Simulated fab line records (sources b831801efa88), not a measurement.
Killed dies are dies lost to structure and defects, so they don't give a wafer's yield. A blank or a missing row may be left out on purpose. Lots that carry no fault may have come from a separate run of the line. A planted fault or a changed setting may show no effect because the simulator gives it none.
Shared-tool check || flow sky130 || 10 lots and 30 wafers in the sample

== REASON IT WAS OPENED ==
SKY_RES_PROTECT_TW_MEAS_08, reading POLY_GATE_TW: flagged on 2 of 10 lots. Wafers without a fault read 4028, standard deviation 22.
Rule: a lot is flagged when every wafer of it that has a number lies more than 4 standard deviations from that mean, or none has a number. The rest of the lots are taken to be sound.

{"lot": "L269", "measured": "day 15 00:19", "on": "film-metro-04", "POLY_GATE_TW, wafer by wafer": "4006 4004 4027", "flag": ""}
{"lot": "L271", "measured": "day 15 20:46", "on": "film-metro-01", "POLY_GATE_TW, wafer by wafer": "4011 4033 4014", "flag": ""}
{"lot": "L273", "measured": "day 16 19:29", "on": "film-metro-01", "POLY_GATE_TW, wafer by wafer": "4043 4042 4051", "flag": ""}
{"lot": "L277", "measured": "day 18 01:08", "on": "film-metro-01", "POLY_GATE_TW, wafer by wafer": "3856 3854 3857", "flag": "FLAGGED"}
{"lot": "L279", "measured": "day 18 17:18", "on": "film-metro-04", "POLY_GATE_TW, wafer by wafer": "3817 3832 3827", "flag": "FLAGGED"}
{"lot": "L286", "measured": "day 21 17:01", "on": "film-metro-01", "POLY_GATE_TW, wafer by wafer": "4031 4027 4048", "flag": ""}
{"lot": "L287", "measured": "day 21 17:02", "on": "film-metro-04", "POLY_GATE_TW, wafer by wafer": "4019 4034 4038", "flag": ""}
{"lot": "L289", "measured": "day 22 07:05", "on": "film-metro-04", "POLY_GATE_TW, wafer by wafer": "4000 3998 4001", "flag": ""}
{"lot": "L290", "measured": "day 22 19:44", "on": "film-metro-01", "POLY_GATE_TW, wafer by wafer": "4042 4033 4032", "flag": ""}
{"lot": "L292", "measured": "day 23 01:56", "on": "film-metro-03", "POLY_GATE_TW, wafer by wafer": "4027 4018 4021", "flag": ""}
The mean of the flagged lots' numbers is 3840, -188 from the usual (-9 standard deviations).

== EACH LOT AND THE TOOL IT RAN ON ==
Before the reading, the record contains 2 process steps out of a 708-step route. Each cell gives the tool, then ch followed by the chambers the sampled wafers passed through, then the start.
{"lot": "L269", "flag": "", "SKY_POLY_GATE_IMPLANT_02": "implanter-02 ch 0, day 15 00:05", "SKY_RES_PROTECT_STRIP_07": "plasma-asher-04 ch 0,1, day 15 00:13"}
{"lot": "L271", "flag": "", "SKY_POLY_GATE_IMPLANT_02": "implanter-03 ch 0, day 15 20:34", "SKY_RES_PROTECT_STRIP_07": "plasma-asher-02 ch 0,1, day 15 20:40"}
{"lot": "L273", "flag": "", "SKY_POLY_GATE_IMPLANT_02": "implanter-03 ch 0, day 16 19:14", "SKY_RES_PROTECT_STRIP_07": "plasma-asher-01 ch 0,1, day 16 19:23"}
{"lot": "L277", "flag": "FLAGGED", "SKY_POLY_GATE_IMPLANT_02": "implanter-03 ch 0, day 18 00:53", "SKY_RES_PROTECT_STRIP_07": "plasma-asher-01 ch 0,1, day 18 01:02"}
{"lot": "L279", "flag": "FLAGGED", "SKY_POLY_GATE_IMPLANT_02": "implanter-03 ch 0, day 18 17:04", "SKY_RES_PROTECT_STRIP_07": "plasma-asher-01 ch 0,1, day 18 17:11"}
{"lot": "L286", "flag": "", "SKY_POLY_GATE_IMPLANT_02": "implanter-02 ch 0, day 21 16:46", "SKY_RES_PROTECT_STRIP_07": "plasma-asher-04 ch 0,1, day 21 16:55"}
{"lot": "L287", "flag": "", "SKY_POLY_GATE_IMPLANT_02": "implanter-03 ch 0, day 21 16:47", "SKY_RES_PROTECT_STRIP_07": "plasma-asher-02 ch 0,1, day 21 16:56"}
{"lot": "L289", "flag": "", "SKY_POLY_GATE_IMPLANT_02": "implanter-02 ch 0, day 22 06:50", "SKY_RES_PROTECT_STRIP_07": "plasma-asher-02 ch 0,1, day 22 06:59"}
{"lot": "L290", "flag": "", "SKY_POLY_GATE_IMPLANT_02": "implanter-03 ch 0, day 22 19:29", "SKY_RES_PROTECT_STRIP_07": "plasma-asher-04 ch 0,1, day 22 19:38"}
{"lot": "L292", "flag": "", "SKY_POLY_GATE_IMPLANT_02": "implanter-02 ch 0, day 23 01:42", "SKY_RES_PROTECT_STRIP_07": "plasma-asher-01 ch 0,1, day 23 01:49"}
What is done by these steps:
- SKY_POLY_GATE_IMPLANT_02
- SKY_RES_PROTECT_STRIP_07: strips in O2/N2.
- SKY_RES_PROTECT_TW_MEAS_08

== FLAGGED OVER TOTAL, TOOL BY TOOL (the gauges that took the reading come last) ==
{"step": "SKY_POLY_GATE_IMPLANT_02", "tool": "implanter-02", "lots run": 4, "flagged": 0, "share of the flagged lots": "none", "sound lots run after its first flagged lot": "-"}
{"step": "SKY_POLY_GATE_IMPLANT_02", "tool": "implanter-03", "lots run": 6, "flagged": 2, "share of the flagged lots": "all", "sound lots run after its first flagged lot": "2 (L287,L290)"}
{"step": "SKY_RES_PROTECT_STRIP_07", "tool": "plasma-asher-01", "lots run": 4, "flagged": 2, "share of the flagged lots": "all", "sound lots run after its first flagged lot": "1 (L292)"}
{"step": "SKY_RES_PROTECT_STRIP_07", "tool": "plasma-asher-02", "lots run": 3, "flagged": 0, "share of the flagged lots": "none", "sound lots run after its first flagged lot": "-"}
{"step": "SKY_RES_PROTECT_STRIP_07", "tool": "plasma-asher-04", "lots run": 3, "flagged": 0, "share of the flagged lots": "none", "sound lots run after its first flagged lot": "-"}
{"step": "SKY_RES_PROTECT_TW_MEAS_08", "tool": "film-metro-01", "lots run": 5, "flagged": 1, "share of the flagged lots": "some", "sound lots run after its first flagged lot": "2 (L286,L290)"}
{"step": "SKY_RES_PROTECT_TW_MEAS_08", "tool": "film-metro-03", "lots run": 1, "flagged": 0, "share of the flagged lots": "none", "sound lots run after its first flagged lot": "-"}
{"step": "SKY_RES_PROTECT_TW_MEAS_08", "tool": "film-metro-04", "lots run": 4, "flagged": 1, "share of the flagged lots": "some", "sound lots run after its first flagged lot": "2 (L287,L289)"}

== WHAT THE TABLE PERMITS ==
Rows of the table that ran all the flagged lots, 2 in number: implanter-03 at SKY_POLY_GATE_IMPLANT_02; plasma-asher-01 at SKY_RES_PROTECT_STRIP_07.
- implanter-03 at SKY_POLY_GATE_IMPLANT_02 ran 6 lots, 2 of them flagged. Sound lots followed the first flagged one (L287, L290) on it, something a lasting fault affecting the whole tool could not allow. Its own readings (beam-on-s, dose-ions-cm2) fall more than 4 standard deviations out on all wafers of the flagged lots.
- plasma-asher-01 at SKY_RES_PROTECT_STRIP_07 ran 4 lots, 2 of them flagged. Sound lots followed the first flagged one (L292) on it, something a lasting fault affecting the whole tool could not allow. Its own readings (oes-product-au, strip-time-to-endpoint-s) fall more than 4 standard deviations out on all wafers of the flagged lots.
Not one row of the table ran every flagged lot while running no sound lot after the first.

== WHAT THE SIMULATOR HAD PUT IN ==
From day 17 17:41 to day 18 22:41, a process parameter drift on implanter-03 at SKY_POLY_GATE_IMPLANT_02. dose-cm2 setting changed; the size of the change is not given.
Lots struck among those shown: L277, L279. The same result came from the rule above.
